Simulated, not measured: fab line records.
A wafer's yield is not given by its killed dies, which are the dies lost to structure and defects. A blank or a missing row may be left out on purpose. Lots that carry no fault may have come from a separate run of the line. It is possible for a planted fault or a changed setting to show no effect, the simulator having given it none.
Chamber matching | flow sky130 | pecvd-01 running SKY_PASSIVATION_CVD_02: 3 sister chambers
The step deposits Si3N4, target thk 540 nm. 3 wafers are shown with their chamber, then 12 later ones without.

WAFERS PAIRED WITH THEIR CHAMBERS
wafer  | chamber | heater_power_w (W)
L086.3 | 2       | 671
L086.4 | 1       | 849
L086.6 | 0       | 696

WAFERS WITH NO CHAMBER GIVEN
wafer  | heater_power_w (W)
L092.2 | 656
L092.5 | 669
L092.6 | 627
L091.1 | 596
L091.3 | 797
L091.4 | 686
L093.1 | 930
L093.2 | 726
L093.4 | 572
L096.3 | 647
L096.4 | 626
L096.5 | 754

WHICH CHAMBER EACH WENT THROUGH
wafer  | from the rows above          | in truth
L092.2 | can't be placed: 2 or 0      | 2
L092.5 | can't be placed: 2 or 0      | 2
L092.6 | can't be placed: 2 or 0      | 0
L091.1 | can't be placed: 2 or 0      | 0
L091.3 | can't be placed: 1 or 0 or 2 | 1
L091.4 | can't be placed: 0 or 2      | 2
L093.1 | 1                            | 1
L093.2 | can't be placed: 0 or 2 or 1 | 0
L093.4 | can't be placed: 2 or 0      | 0
L096.3 | can't be placed: 2 or 0      | 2
L096.4 | can't be placed: 2 or 0      | 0
L096.5 | can't be placed: 0 or 2 or 1 | 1
Placed correctly: 1 of 12. From these rows, 11 cannot be placed; in 11 the true chamber is one of the candidates. 0 placed wrongly.
How it was worked out, from the rows above alone: a wafer's distance from a chamber is the root of the sum, over the readings, of the square of ((its reading less the chamber's mean) divided by the reading's scatter). The wafer belongs to the nearest chamber; if the next one is less than 2 further off, it can't be placed. A chamber's mean is the mean of its shown wafers. The scatter (one wafer shown for each chamber): square how far every hidden wafer sits from the nearest shown wafer, average those squares and take the square root.
